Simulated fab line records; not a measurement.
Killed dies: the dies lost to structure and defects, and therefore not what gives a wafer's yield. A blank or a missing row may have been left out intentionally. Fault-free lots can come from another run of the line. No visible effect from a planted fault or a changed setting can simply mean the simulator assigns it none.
2 desks, one fault	flow sky130	only its own numbers are on each desk; what lay behind them is given at the end

## METROLOGY DESK
What the gauges read, lot by lot, whatever tool the lot ran on: means of the sampled wafers that have a number. Marked OUT: a lot whose mean sits more than 4 standard deviations from the usual mean, which makes it out of limits; the brackets give that distance.
Columns: A = VIA3_W_RS at SKY_VIA3_RS_MEAS_22, usual 0.292 ohm/sq; B = CAP2M_TIN_RS at SKY_CAP2M_RS_MEAS_03, usual 6.91 ohm/sq; C = CAP2M_TIN_THK at SKY_CAP2M_THK_MEAS_04, usual 203.3 nm
lot	first seen here	A	B	C
L505	day 39 21:25	0.300	6.95	202.3
L509	day 40 20:26	0.287	6.94	202.7
L515	day 42 06:05	0.287	6.95	201.9
L514	day 42 17:37	0.289	6.92	202.4
L516	day 43 08:55	0.296	6.79	207.4
L520	day 44 06:52	0.289	6.94	202.9
L519	day 44 08:59	0.288	6.91	204.1
L526	day 45 22:20	0.299	6.66	209.0
L527	day 46 00:43	0.301	6.66	211.1
This desk's finding: nothing out of limits on any of the 9 lots.

## TOOL OWNER'S DESK, pvd-sputter-04
The tool's own readings at SKY_CAP2M_SPUTTER_02 (material TiN, target thk 200 nm, time 166.7 s): means of the sampled wafers that have a number, for each lot that ran on this tool. Marked OUT: a lot whose mean sits more than 4 standard deviations from the usual mean, which makes it out of limits; the brackets give that distance.
Columns: A = chamber-pressure-pa at SKY_CAP2M_SPUTTER_02, usual 0.4001 Pa; B = throttle-valve-pct at SKY_CAP2M_SPUTTER_02, usual 29.9 %
lot	first seen here	A	B
L509	day 40 21:08	0.3996	29.7
L514	day 42 18:45	0.4005	29.7
L516	day 43 09:52	0.4006	30.2
L526	day 45 23:03	0.3999	29.7
L527	day 46 01:25	0.3996	29.5
This desk's finding: nothing out of limits on any of the 5 lots.

## ALL TOGETHER
Nothing out of limits was seen by the metrology desk.
The desk of the tool owner found nothing out of limits.

## WHAT HAD BEEN PUT IN BY THE SIMULATOR
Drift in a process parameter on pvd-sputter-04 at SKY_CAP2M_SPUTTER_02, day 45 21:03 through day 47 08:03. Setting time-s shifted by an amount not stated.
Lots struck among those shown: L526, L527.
